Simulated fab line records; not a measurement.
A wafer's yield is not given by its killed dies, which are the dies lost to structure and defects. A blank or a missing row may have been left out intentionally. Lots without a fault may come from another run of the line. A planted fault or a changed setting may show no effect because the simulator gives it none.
The tool behind it: which one?    flow gf180mcu    12 lots, 36 wafers sampled, at 5 steps of a route of 602

## WHAT THE GAUGES READ, wafer by wafer
GF_HV_LDD_CD_MEAS_19 targets a cd of 400 nm. Usual: cd-nm at 399.8 nm, with a standard deviation of 2.3.
lot   measured      on         cd-nm (nm)         flag
L335  day 11 08:13  cd-sem-02  403.4 403.2 401.8  
L337  day 11 15:30  cd-sem-02  399.7 400.7 401.7  
L338  day 12 00:02  cd-sem-02  401.9 401.3 402.8  
L341  day 13 01:29  cd-sem-01  402.8 401.7 400.7  
L342  day 13 07:37  cd-sem-02  396.9 398.6 398.3  
L344  day 14 03:01  cd-sem-02  399.7 398.5 398.5  
L346  day 14 10:15  cd-sem-02  396.2 396.9 397.9  
L347  day 15 00:05  cd-sem-02  398.2 397.6 396.7  
L349  day 15 09:56  cd-sem-02  397.1 397.3 398.1  
L355  day 18 01:58  cd-sem-02  396.8 396.6 396.0  
L356  day 18 04:34  cd-sem-01  400.6 399.2 401.1  
L357  day 18 06:10  cd-sem-02  399.7 400.1 401.7  

GF_PSD_OVL_MEAS_08. Usual: PSD_OVL typically reads -1.2 nm, with standard deviation 1.2.
lot   measured      on          PSD_OVL (nm)    flag
L335  day 14 21:15  overlay-02  -1.1 -0.4 -0.2  
L337  day 15 05:11  overlay-02  -1.0 -2.2 -2.8  
L338  day 15 12:27  overlay-01  -3.4 -2.7 -3.4  
L341  day 16 20:21  overlay-02  -1.6 -1.4 -0.9  
L342  day 17 03:03  overlay-02  -0.3 0.7 -0.5   
L344  day 18 01:29  overlay-01  -0.7 -1.8 -1.9  
L346  day 18 09:17  overlay-01  -2.0 -0.6 -0.3  
L347  day 18 23:35  overlay-01  0.8 -1.2 0.7    
L349  day 19 10:11  overlay-02  -2.0 -0.7 -1.9  
L355  day 22 06:37  overlay-02  0.0 -1.1 -1.0   
L356  day 22 10:20  overlay-02  -1.5 -1.2 0.2   
L357  day 22 12:53  overlay-01  -1.3 -4.2 -3.4  

## WHAT TOOL EACH LOT RAN ON (gives the tool, then ch and the chambers of the sampled wafers, and finally the start)
lot   GF_HV_LDD_STRIP_37                    GF_NSD_COAT_02                     GF_NSD_STRIP_11
L335  plasma-asher-02 ch 0,1, day 12 03:28  litho-track-03 ch 0, day 13 11:50  plasma-asher-02 ch 0,1, day 13 23:44
L337  plasma-asher-03 ch 1, day 12 11:46    litho-track-01 ch 0, day 13 21:25  plasma-asher-01 ch 0,1, day 14 07:43
L338  plasma-asher-02 ch 0,1, day 12 19:22  litho-track-04 ch 0, day 14 04:38  plasma-asher-01 ch 0,1, day 14 15:41
L341  plasma-asher-02 ch 1, day 13 22:43    litho-track-01 ch 0, day 15 09:12  plasma-asher-04 ch 0,1, day 15 21:55
L342  plasma-asher-03 ch 0,1, day 14 05:33  litho-track-01 ch 0, day 15 17:04  plasma-asher-02 ch 0,1, day 16 04:13
L344  plasma-asher-03 ch 0,1, day 15 01:08  litho-track-01 ch 0, day 16 13:27  plasma-asher-01 ch 0,1, day 17 01:50
L346  plasma-asher-02 ch 0,1, day 15 07:55  litho-track-04 ch 0, day 16 22:33  plasma-asher-02 ch 0,1, day 17 09:49
L347  plasma-asher-02 ch 0,1, day 15 23:16  litho-track-01 ch 0, day 17 10:57  plasma-asher-01 ch 0,1, day 18 00:07
L349  plasma-asher-04 ch 0,1, day 16 08:55  litho-track-01 ch 0, day 17 22:42  plasma-asher-04 ch 0, day 18 10:37
L355  plasma-asher-02 ch 0,1, day 19 03:10  litho-track-03 ch 0, day 20 17:52  plasma-asher-02 ch 0,1, day 21 07:02
L356  plasma-asher-02 ch 0,1, day 19 06:25  litho-track-04 ch 0, day 20 21:51  plasma-asher-04 ch 0,1, day 21 10:38
L357  plasma-asher-02 ch 0,1, day 19 08:10  litho-track-03 ch 0, day 21 00:55  plasma-asher-04 ch 0,1, day 21 13:08
- GF_HV_LDD_STRIP_37: strips in O2/N2.
- GF_NSD_COAT_02: resist thk 1000 nm.
- GF_NSD_STRIP_11: strips in O2/N2.

## WHAT THE TOOLS THEMSELVES READ (means of the sampled wafers that have a number; where no wafer has one, the mark that the record gives instead)
GF_HV_LDD_STRIP_37. Usual: chamber-pressure-mTorr 1500.1 mTorr, standard deviation 1.3; drypump-motor-current-A 6.0 A, standard deviation 0.3; heater-power-w 336 W, standard deviation 28; oes-product-au 0.716 a.u., standard deviation 0.0043; strip-time-to-endpoint-s 12.64 s, standard deviation 0.032.
lot   tool             chamber-pressure-mTorr (mTorr)  drypump-motor-current-A (A)  heater-power-w (W)  oes-product-au (a.u.)  strip-time-to-endpoint-s (s)  flag
L335  plasma-asher-02  1500.9                          5.9                          336                 0.716                  12.66                         
L337  plasma-asher-03  1499.0                          6.2                          385                 0.714                  12.62                         
L338  plasma-asher-02  1501.2                          5.9                          334                 0.716                  12.67                         
L341  plasma-asher-02  1500.9                          5.8                          324                 0.717                  12.64                         
L342  plasma-asher-03  1499.2                          6.2                          361                 0.715                  12.64                         
L344  plasma-asher-03  1499.6                          6.2                          365                 0.717                  12.62                         
L346  plasma-asher-02  1499.9                          6.0                          335                 0.715                  12.62                         
L347  plasma-asher-02  1501.5                          5.9                          329                 0.715                  12.69                         
L349  plasma-asher-04  1500.0                          6.0                          302                 0.719                  12.63                         
L355  plasma-asher-02  1500.1                          6.0                          339                 0.709                  12.68                         
L356  plasma-asher-02  1499.2                          6.0                          341                 0.716                  12.65                         
L357  plasma-asher-02  1499.8                          5.9                          331                 0.716                  12.65                         

GF_NSD_COAT_02. Usual: dispense-pressure-kPa 46 kPa, standard deviation 3.8; exhaust-pa 45.2 Pa, standard deviation 0.94; spin-speed-rpm 2999.9 rpm, standard deviation 2.2.
lot   tool            dispense-pressure-kPa (kPa)  exhaust-pa (Pa)  spin-speed-rpm (rpm)  flag
L335  litho-track-03  52                           45.0             2999.7                
L337  litho-track-01  43                           45.4             3001.0                
L338  litho-track-04  45                           46.4             2999.2                
L341  litho-track-01  43                           43.7             2997.7                
L342  litho-track-01  43                           45.2             3002.0                
L344  litho-track-01  43                           45.3             3059.8                OFF
L346  litho-track-04  45                           45.1             2999.9                
L347  litho-track-01  43                           45.3             3059.1                OFF
L349  litho-track-01  43                           45.2             3058.7                OFF
L355  litho-track-03  52                           46.4             2999.9                
L356  litho-track-04  45                           45.2             3000.8                
L357  litho-track-03  52                           44.7             2999.5                

GF_NSD_STRIP_11. Usual: chamber-pressure-mTorr 1499.9 mTorr, standard deviation 1.3; drypump-motor-current-A 5.9 A, standard deviation 0.35; heater-power-w 338 W, standard deviation 33; oes-product-au 0.486 a.u., standard deviation 0.0045; strip-time-to-endpoint-s 22.97 s, standard deviation 0.035.
lot   tool             chamber-pressure-mTorr (mTorr)  drypump-motor-current-A (A)  heater-power-w (W)  oes-product-au (a.u.)  strip-time-to-endpoint-s (s)  flag
L335  plasma-asher-02  1499.9                          5.9                          331                 0.484                  22.99                         
L337  plasma-asher-01  1499.1                          6.0                          357                 0.483                  22.95                         
L338  plasma-asher-01  1501.4                          6.0                          360                 0.488                  22.94                         
L341  plasma-asher-04  1499.8                          6.0                          303                 0.486                  22.95                         
L342  plasma-asher-02  1499.4                          5.9                          336                 0.485                  22.96                         
L344  plasma-asher-01  1499.2                          5.9                          370                 0.478                  22.88                         
L346  plasma-asher-02  1500.0                          5.9                          335                 0.488                  22.95                         
L347  plasma-asher-01  1498.9                          6.0                          357                 0.487                  22.83                         OFF
L349  plasma-asher-04  1499.0                          6.4                          312                 0.489                  22.86                         OFF
L355  plasma-asher-02  1499.4                          6.0                          335                 0.485                  22.99                         
L356  plasma-asher-04  1500.2                          5.7                          296                 0.487                  22.95                         
L357  plasma-asher-04  1499.5                          6.0                          307                 0.487                  23.02                         

## THE ANSWER, worked out from the rows above alone
Rule: a lot counts as off when the mean over its wafers that have a number is more than 3 standard deviations away from the usual mean. Also off: a lot with no number at a reading for which 4 or more lots have one. Any other lot the step has rows for is counted as sound. First the gauges in route order, then the tools' own readings, where a lot's mean is used as printed above. The first step at which some lot is off is used, and at that step the reading that is off furthest; a lot without a number counts as furthest.
Off: L344, L347, L349 (GF_NSD_COAT_02, spin-speed-rpm).
A tool fits if, at that step or a process step before it, it ran every lot that is off, and no sound lot after the first of them. One candidate fits, namely litho-track-01 at GF_NSD_COAT_02. A fault onset in the window from L342 (day 15 17:04, its last sound lot) to L344 (day 16 13:27, its first lot off) fits.
On the lots that are off, the tool's own readings at GF_NSD_COAT_02 differ by more than 5 times the standard deviation of the sound lots' means, which bears it out; spin-speed-rpm reads 3059.2 rpm there versus 3000.0 rpm on the sound lots.

## WHAT HAD BEEN PUT IN BY THE SIMULATOR
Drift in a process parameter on litho-track-01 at GF_NSD_COAT_02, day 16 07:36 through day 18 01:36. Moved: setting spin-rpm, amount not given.
Lots struck among those shown: L344, L347, L349. This agrees with what the rule above found.
